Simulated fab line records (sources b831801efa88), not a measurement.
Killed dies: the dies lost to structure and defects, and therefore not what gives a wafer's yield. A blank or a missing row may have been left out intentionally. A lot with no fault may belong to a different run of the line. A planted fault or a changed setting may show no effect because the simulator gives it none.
Code-filled problem report in 8D (eight disciplines) form ; flow gf180mcu ; the parts of the form that need people (team, actions taken, sign-off) are left out

== 1. WHAT IS WRONG ==
Wafers without a fault read 89.08 s, standard deviation 0.13; runLengthS at GF_SAB_SOFTBAKE_05 reads a mean of 102.56 s on 6 wafers belonging to 2 lots. That is +99 or more standard deviations from the usual mean.
The step: time 60 s.
First seen on wafer L253.1, day 19 05:20, on lithoTrack-01. At this step, 42 wafers from 14 lots have a number in the record. Rule for "out" (also "out of limits"): further than 4 standard deviations from the usual mean. The other wafers with a number count as sound.

== 2. WHAT THIS IS AND IS NOT ==
question;is;is not
which readings at this step;runLengthS;-
which lots;L253, L254;L240, L241, L242, L246, L248, L256, L257, L258, L260, L261, L262, L263
which wafers of those lots;all that have a number;-
read on which tools;lithoTrack-01;lithoTrack-02, lithoTrack-03
when;from day 19 05:20;"up to then (15 sound wafers); but 21 sound wafers of L256, L257, L258, L260, L261, L262, L263 came after"

== 3. SUSPECTS, AND WHAT RULES EACH OUT ==
Counting: a tool at a process step up to the reading stays a suspect if it ran every lot that is out and no sound lot after the first of them.
- lithoTrack-01 at GF_SAB_SOFTBAKE_05 (time 60 s): ruled out as a lasting fault. Sound lots L261, L262 ran on it after its first lot that is out, L253 (day 19 05:20).
Left after counting: nothing in the record.

== 4. THE CAUSE (what the simulator had put in) ==
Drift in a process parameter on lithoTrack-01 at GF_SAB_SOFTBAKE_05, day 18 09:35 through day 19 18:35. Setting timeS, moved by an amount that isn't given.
Counting ruled it out, wrongly.

== 5. THE EFFECT CHAIN, in route order ==
Each row: a reading whose mean over the struck wafers that have a number lies more than 3 standard deviations from the usual. Scope: only readings with a usual standard deviation given in the record; hours: median across lots of the time from each lot's start at the first step in this table that gives one to its start at this step; sigmas: change in usual standard deviations.
hours;step;reading;usual;on struck wafers;change;sigmas
0;GF_SAB_SOFTBAKE_05;runLengthS;89.08 s;102.56;+13.48;+99 or more
The process steps in it:
- GF_SAB_SOFTBAKE_05: time 60 s.
At these later measuring or inspecting steps, every struck wafer for which the step has a row has a number for every such reading, and none has moved that far: GF_CONTACT_THK_MEAS_01.

== 6. HOW IT WOULD HAVE BEEN CAUGHT EARLIER ==
20 hours passed between the start of the fault at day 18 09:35 and the first reading out of limits in this record, taken at day 19 05:20.
